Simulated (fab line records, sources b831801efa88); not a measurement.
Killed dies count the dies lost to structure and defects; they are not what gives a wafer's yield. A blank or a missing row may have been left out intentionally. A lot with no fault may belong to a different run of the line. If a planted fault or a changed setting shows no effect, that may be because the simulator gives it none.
Matching of chambers + flow sky130 + SKY_FIELD_ISO_ETCH_17 on rie_si-01: 4 sister chambers
The step etches Si in HBr/Cl2/O2, target depth 342 nm, time 97.7 s. 4 wafers are shown with their chamber, then 8 later ones without.

== WAFERS, EACH WITH ITS CHAMBER ==
| wafer  | chamber | oes_product_au (a.u.) |
|--------|---------|-----------------------|
| L763.4 | 3       | 1.010                 |
| L764.1 | 1       | 1.015                 |
| L764.2 | 2       | 0.996                 |
| L771.2 | 0       | 1.015                 |

== WAFERS WITHOUT THEIR CHAMBER ==
| wafer  | oes_product_au (a.u.) |
|--------|-----------------------|
| L771.4 | 0.998                 |
| L771.5 | 1.014                 |
| L776.2 | 1.002                 |
| L776.3 | 1.005                 |
| L776.5 | 1.008                 |
| L778.1 | 1.003                 |
| L778.2 | 0.997                 |
| L778.3 | 1.015                 |

== CHAMBER TAKEN BY EACH ==
| wafer  | from the rows above               | in truth |
|--------|-----------------------------------|----------|
| L771.4 | 2                                 | 2        |
| L771.5 | can't be placed: 0 or 1 or 3      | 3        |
| L776.2 | can't be placed: 2 or 3 or 0 or 1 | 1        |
| L776.3 | can't be placed: 3 or 2 or 0 or 1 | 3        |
| L776.5 | can't be placed: 3 or 0 or 1      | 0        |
| L778.1 | can't be placed: 2 or 3 or 0 or 1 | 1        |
| L778.2 | 2                                 | 2        |
| L778.3 | can't be placed: 0 or 1 or 3      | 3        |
Correctly placed: 2 of 8. These rows do not allow placing 6 (true chamber among the candidates in 6). Wrongly placed: 0.
How it was worked out, from the rows above alone: a wafer's distance from a chamber is the root of the sum, over the readings, of the square of ((its reading less the chamber's mean) divided by the reading's scatter). If the next closest chamber is less than 2 further off than the closest, the wafer can't be placed; otherwise it belongs to the closest. For every chamber, the mean is computed from those of its wafers that are shown. The scatter: with one shown wafer a chamber, the root of the mean of the squares of how far each hidden wafer lies from its nearest shown one.
